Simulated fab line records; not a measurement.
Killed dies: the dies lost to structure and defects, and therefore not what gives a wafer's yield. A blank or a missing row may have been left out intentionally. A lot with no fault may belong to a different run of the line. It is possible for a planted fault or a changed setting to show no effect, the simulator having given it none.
Chamber matching + flow sky130 + 4 sister chambers for SKY_CONTACT_ETCH_17 on rie diel-01
The step etches SiO2 in C4F8/O2/Ar, stops on Si3N4, target depth 340 nm. 24 wafers are shown with their chamber, then 12 later ones without.

== WAFERS PAIRED WITH THEIR CHAMBERS ==
| wafer  | chamber | oes product au (a.u.) |
|--------|---------|-----------------------|
| L074.1 | 1       | 0.886                 |
| L074.3 | 0       | 0.896                 |
| L074.5 | 2       | 0.899                 |
| L078.1 | 0       | 0.897                 |
| L078.2 | 1       | 0.883                 |
| L078.3 | 3       | 0.888                 |
| L080.2 | 0       | 0.892                 |
| L080.3 | 1       | 0.889                 |
| L080.4 | 3       | 0.894                 |
| L081.1 | 0       | 0.901                 |
| L081.5 | 3       | 0.897                 |
| L081.6 | 2       | 0.892                 |
| L085.3 | 3       | 0.888                 |
| L085.4 | 2       | 0.895                 |
| L085.6 | 1       | 0.882                 |
| L088.1 | 0       | 0.890                 |
| L088.2 | 2       | 0.890                 |
| L088.4 | 1       | 0.901                 |
| L089.2 | 3       | 0.880                 |
| L089.4 | 0       | 0.887                 |
| L089.5 | 3       | 0.891                 |
| L092.4 | 3       | 0.887                 |
| L092.5 | 0       | 0.887                 |
| L092.6 | 2       | 0.888                 |

SIGNATURES, as means of the wafers listed above
| reading        | chamber 0 | chamber 1 | chamber 2 | chamber 3 | scatter within a chamber |
|----------------|-----------|-----------|-----------|-----------|--------------------------|
| oes product au | 0.89286   | 0.88820   | 0.89280   | 0.88929   | 0.00574                  |
Rule: distance of a wafer from a chamber = root of the sum over the readings of ((wafer's reading minus chamber's mean) / reading's scatter) squared. The wafer belongs to the nearest chamber; if the next one is less than 2 further off, it can't be placed. The scatter: take each reading less its chamber's mean, square it, sum over the shown wafers, divide by the number of wafers less the number of chambers, and take the root.

== WAFERS WITHOUT THEIR CHAMBER ==
| wafer  | oes product au (a.u.) |
|--------|-----------------------|
| L093.1 | 0.881                 |
| L093.5 | 0.888                 |
| L093.6 | 0.894                 |
| L094.3 | 0.898                 |
| L094.4 | 0.888                 |
| L094.5 | 0.896                 |
| L096.1 | 0.889                 |
| L096.3 | 0.889                 |
| L096.6 | 0.896                 |
| L097.1 | 0.893                 |
| L097.2 | 0.891                 |
| L097.3 | 0.895                 |

== EACH ONE'S CHAMBER ==
| wafer  | from the rows above               | in truth |
|--------|-----------------------------------|----------|
| L093.1 | can't be placed: 1 or 3 or 2 or 0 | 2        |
| L093.5 | can't be placed: 1 or 3 or 2 or 0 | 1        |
| L093.6 | can't be placed: 0 or 2 or 3 or 1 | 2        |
| L094.3 | can't be placed: 0 or 2 or 3 or 1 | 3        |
| L094.4 | can't be placed: 1 or 3 or 2 or 0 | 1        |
| L094.5 | can't be placed: 0 or 2 or 3 or 1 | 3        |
| L096.1 | can't be placed: 3 or 1 or 2 or 0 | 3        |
| L096.3 | can't be placed: 3 or 1 or 2 or 0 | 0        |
| L096.6 | can't be placed: 0 or 2 or 3 or 1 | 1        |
| L097.1 | can't be placed: 0 or 2 or 3 or 1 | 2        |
| L097.2 | can't be placed: 3 or 2 or 0 or 1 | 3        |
| L097.3 | can't be placed: 0 or 2 or 3 or 1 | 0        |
0 of 12 placed correctly. These rows do not allow placing 12 (true chamber among the candidates in 12). Placed wrongly: 0.
